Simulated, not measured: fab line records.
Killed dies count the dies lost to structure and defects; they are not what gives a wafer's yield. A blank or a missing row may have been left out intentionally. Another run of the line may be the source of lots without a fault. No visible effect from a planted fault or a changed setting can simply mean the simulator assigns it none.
Split-lot experiment | flow sfq_line | on a route of 325 steps: 5 lots, 23 wafers read

== ABOUT THE SPLIT ==
At SFQ_TRILAYER_M8_LITHO_COAT_193 (resist thk 600 nm), the setting spin_rpm was moved away from the recipe's 3000 rpm on 9 of the 23 wafers read, by -4.4% to +6.9%. All remaining wafers had this setting at the recipe value.

Reading taken at the split's own step.

== THE READING ==
KrF_of_TRILAYER_M8_LITHO_COAT_193.thk_nm (the simulator's own value, which no gauge read), in nm, at SFQ_TRILAYER_M8_LITHO_COAT_193 (resist thk 600 nm). The file does not state a usual value for it. Average 600.2 nm, standard deviation 1.7 nm, over the 14 wafers here run with the recipe.

wafer  | tool, chamber at the split | spin_rpm as run, rpm | against the recipe | KrF_of_TRILAYER_M8_LITHO_COAT_193.thk_nm, nm | against lot-mates on the recipe
L074.1 | litho_track-01, 0          | 3000                 | recipe             | 600.4                                        | -
L074.4 | litho_track-01, 0          | 3000                 | recipe             | 600                                          | -
L074.6 | litho_track-01, 0          | 3000                 | recipe             | 600.8                                        | -
L077.1 | litho_track-02, 0          | 3000                 | recipe             | 603.8                                        | -
L077.2 | litho_track-02, 0          | 3176                 | +5.9%              | 585.2                                        | -17.8
L077.4 | litho_track-02, 0          | 3000                 | recipe             | 602.3                                        | -
L077.5 | litho_track-02, 0          | 3000                 | recipe             | 602.8                                        | -
L077.6 | litho_track-02, 0          | 3176                 | +5.9%              | 583.8                                        | -19.2
L080.1 | litho_track-03, 0          | 3000                 | recipe             | 598.1                                        | -
L080.2 | litho_track-03, 0          | 3191                 | +6.4%              | 579                                          | -19.5
L080.3 | litho_track-03, 0          | 3000                 | recipe             | 597.7                                        | -
L080.5 | litho_track-03, 0          | 3191                 | +6.4%              | 579.2                                        | -19.3
L080.6 | litho_track-03, 0          | 3000                 | recipe             | 599.8                                        | -
L081.2 | litho_track-01, 0          | 3000                 | recipe             | 600.5                                        | -
L081.3 | litho_track-01, 0          | 2868                 | -4.4%              | 613.3                                        | +14.0
L081.4 | litho_track-01, 0          | 3000                 | recipe             | 598.6                                        | -
L081.5 | litho_track-01, 0          | 3000                 | recipe             | 598.7                                        | -
L081.6 | litho_track-01, 0          | 2868                 | -4.4%              | 612.9                                        | +13.6
L083.1 | litho_track-02, 0          | 3000                 | recipe             | 599.6                                        | -
L083.2 | litho_track-02, 0          | 3206                 | +6.9%              | 582.1                                        | -17.6
L083.3 | litho_track-02, 0          | 3000                 | recipe             | 599.8                                        | -
L083.4 | litho_track-02, 0          | 3206                 | +6.9%              | 581.5                                        | -18.2
L083.6 | litho_track-02, 0          | 3206                 | +6.9%              | 581.3                                        | -18.4

THE FIT
A straight line over all 23 wafers: KrF_of_TRILAYER_M8_LITHO_COAT_193.thk_nm changes by -2.88 nm for each +1% of spin_rpm; r = -0.99; the points scatter about the line by 1.8 nm.
The same after taking each lot's own level away (the mean of its wafers on the recipe; 23 wafers): -2.92 nm for each +1%; r = -0.99; scatter 1.1 nm.
Per that fit: largest spin_rpm move, reading shift of 20 nm.
The span of the lots' own levels, 598.53 to 602.97 nm, comes to 2.6 times the standard deviation stated above.
The two slopes are in agreement: the lot-to-lot level therefore moves the slope only a little.
Check: -20.3 nm against its lot-mates is what the line predicts for one of the wafers moved furthest among these (+6.9%) when that wafer is left out of the fit. Against them it came out at -17.6 nm.

== OTHER SPLITS ON THESE WAFERS ==
Other splits were also applied to these wafers ahead of the reading. Each is held against what the fit with the lots' levels taken away leaves over:
other split on the same wafers                   | wafers away from the commonest value | r with KrF_of_TRILAYER_M8_LITHO_COAT_193.thk_nm (lot level and that fit taken away)
SFQ_TRILAYER_JJ_CE_LITHO_EXPOSE_115 dose_mj      | 8                                    | +0.30
SFQ_TRILAYER_M5_LITHO_COAT_123 spin_rpm          | 6                                    | +0.08
SFQ_TRILAYER_R5_LITHO_PEB_139 peb_time_s         | 4                                    | +0.07
SFQ_TRILAYER_M6_LITHO_COAT_164 resist_thk_nm     | 10                                   | -0.07
SFQ_TRILAYER_M6_LITHO_COAT_159 resist_thk_nm     | 9                                    | +0.00
SFQ_TRILAYER_M6_ETCH_METAL_ETCH_162 icp_w        | 6                                    | +0.55
SFQ_TRILAYER_I7_VIA_LITHO_COAT_187 resist_thk_nm | 7                                    | +0.24
SFQ_TRILAYER_I7_VIA_ETCH_VIA_ETCH_190 bias_w     | 5                                    | -0.17

== FILE'S OWN FIT ==
KrF_of_TRILAYER_M8_LITHO_COAT_193.thk_nm changes by -2.95 nm for each +1% of spin_rpm, r = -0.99.
